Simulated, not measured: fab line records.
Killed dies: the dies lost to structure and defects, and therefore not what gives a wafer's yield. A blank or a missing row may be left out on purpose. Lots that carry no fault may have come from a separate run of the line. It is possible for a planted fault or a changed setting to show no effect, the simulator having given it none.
Struck lot and sound lot, side by side / flow gf180mcu / 15 out of 602 route steps
Sound: wafers L376.1, L376.5, L376.6. Struck: wafers L369.3, L369.4, L369.5. At the end, the cause is stated.
For every step that has rows: the tool of each side, followed by ch and its chambers, followed by its first start. Under that, the readings that differ: sound wafers / struck wafers / difference of the means / sigmas: that difference in standard deviations of wafers without a fault.
alike: a reading whose means differ by less than 2 such deviations, as well as words and numbers matching on both sides. not compared: withheld readings; readings where some wafer has no value; bounds like >300 that might hide an equal value; numbers whose values overlap and for which the record gives no deviation.
A row with sigmas, a row that says differs or no value, or rows on one side alone: a step with any of these is where the two part. Numbers that don't overlap but have no deviation are shown without sigmas and don't part them. Lack of a reading on every wafer of one side parts them only where that side has two or more wafers.

first, 1 step without rows for these wafers: GF_PSD_CLEAN_12 (cleans in SC1/SC2, time 154.9 s).
GF_PSD_RTA_13: time 20 s.
  sound on rtp anneal-01 ch 0, day 19 20:47; struck on rtp anneal-01 ch 0, day 17 06:53
  alike: lamp power pct, wafer_temp_C_max
GF_PSD_RS_MEAS_14: measurement is done with a four-point probe.
  sound: film metro-04 at day 19 20:52; struck: film metro-04 at day 17 06:59
reading=NSD_RS (ohm/sq); sound=45.96 45.95 46.00; struck=46.27 46.06 46.15; difference=+0.19; sigmas=+2
GF_PSD_RS_MEAS_15: measurement is done with a four-point probe.
  sound: film metro-04 at day 19 20:59; struck: film metro-04 at day 17 07:06
reading=PSD_RS (ohm/sq); sound=108.10 108.22 108.36; struck=109.14 108.62 108.75; difference=+0.61; sigmas=+2
GF_SAB_CVD_00: deposits SiO2 from TEOS, target thk 50 nm, time 4.9302 s.
  sound on pecvd-04 ch 0,1, day 19 21:07; struck on pecvd-03 ch 0,2, day 17 07:11
  alike: heater power outer w, heater power w
GF_SAB_THK_MEAS_01:
  sound: film metro-02 at day 19 21:08; struck: film metro-04 at day 17 07:13
  alike: SAB_CVD_00_THK
then, 6 steps without rows for these wafers: GF_SAB_DEHYDRATE_02 (time 60 s); GF_SAB_HMDS_03 (prime time 60 s); GF_SAB_COAT_04 (resist thk 1000 nm); GF_SAB_SOFTBAKE_05 (time 60 s); GF_SAB_EXPOSE_06 (exposes mask SAB, target cd 420 nm); GF_SAB_PEB_07.
GF_SAB_DEVELOP_08: develop time 60 s.
  sound on litho track-03 ch 0, day 20 20:38; struck on litho track-04 ch 0, day 18 06:16
reading=developer temp C (C); sound=22.85 22.87 22.81; struck=22.43 22.31 22.34; difference=-0.48; sigmas=-5
GF_SAB_CD_MEAS_09 targets a cd of 420 nm.
  sound: cd sem-01 at day 20 20:47; struck: cd sem-01 at day 18 06:25
reading=cd nm (nm); sound=420.8 420.4 421.8; struck=413.8 416.4 414.4; difference=-6.1; sigmas=-2
-- the record jumps here: 13 days lie between the struck wafers' starts before and after (it left off in module SAB and takes up again in module PASSIVATION, whose first step shown is number 602 of the route) --
GF_PASSIVATION_PROBE_99:
  only the struck wafers here have rows in the record (prober-02, day 31 13:07); the sound ones have none

== WHERE THEY PART ==
First at GF_PSD_RS_MEAS_14; last, within this record, at GF_PASSIVATION_PROBE_99.

WHY: what had been put in by the simulator
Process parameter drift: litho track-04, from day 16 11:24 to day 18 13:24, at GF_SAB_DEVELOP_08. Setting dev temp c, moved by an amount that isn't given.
